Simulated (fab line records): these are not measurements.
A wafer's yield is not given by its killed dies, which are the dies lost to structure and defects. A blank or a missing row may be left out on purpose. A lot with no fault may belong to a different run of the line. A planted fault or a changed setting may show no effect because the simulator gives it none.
Chamber matching -- flow gf180mcu -- rie-diel-03 running GF_PASSIVATION_ETCH_11: 4 sister chambers
The step etches the open film in CF4/O2, stops on TiN, target depth 1800 nm, time 400 s. 4 wafers are shown with their chamber, then 6 later ones without.

## WAFERS WITH THEIR CHAMBER
wafer,chamber,drypump-motor-current-A (A)
L193.2,1,6.0
L201.6,2,6.3
L206.5,0,5.0
L206.6,3,5.0

## WAFERS WITH NO CHAMBER GIVEN
wafer,drypump-motor-current-A (A)
L208.1,5.1
L208.3,5.0
L208.5,5.0
L209.1,6.0
L209.2,5.0
L209.5,5.0

## WHICH CHAMBER EACH ONE RAN IN
wafer,from the rows above,in truth
L208.1,can't be placed: 0 or 3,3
L208.3,can't be placed: 0 or 3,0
L208.5,can't be placed: 0 or 3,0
L209.1,1,1
L209.2,can't be placed: 0 or 3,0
L209.5,can't be placed: 0 or 3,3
Correctly placed: 1 of 6. Can't be placed from these rows: 5 (the true chamber is among the candidates in 5). Wrongly placed: 0.
How it was worked out, from the rows above alone: a wafer's distance from a chamber is the root of the sum, over the readings, of the square of ((its reading less the chamber's mean) divided by the reading's scatter). The wafer belongs to the nearest chamber; if the next one is less than 2 further off, it can't be placed. The mean given for a chamber averages the wafers shown for that chamber. The scatter (one wafer shown for each chamber): square how far every hidden wafer sits from the nearest shown wafer, average those squares and take the square root.
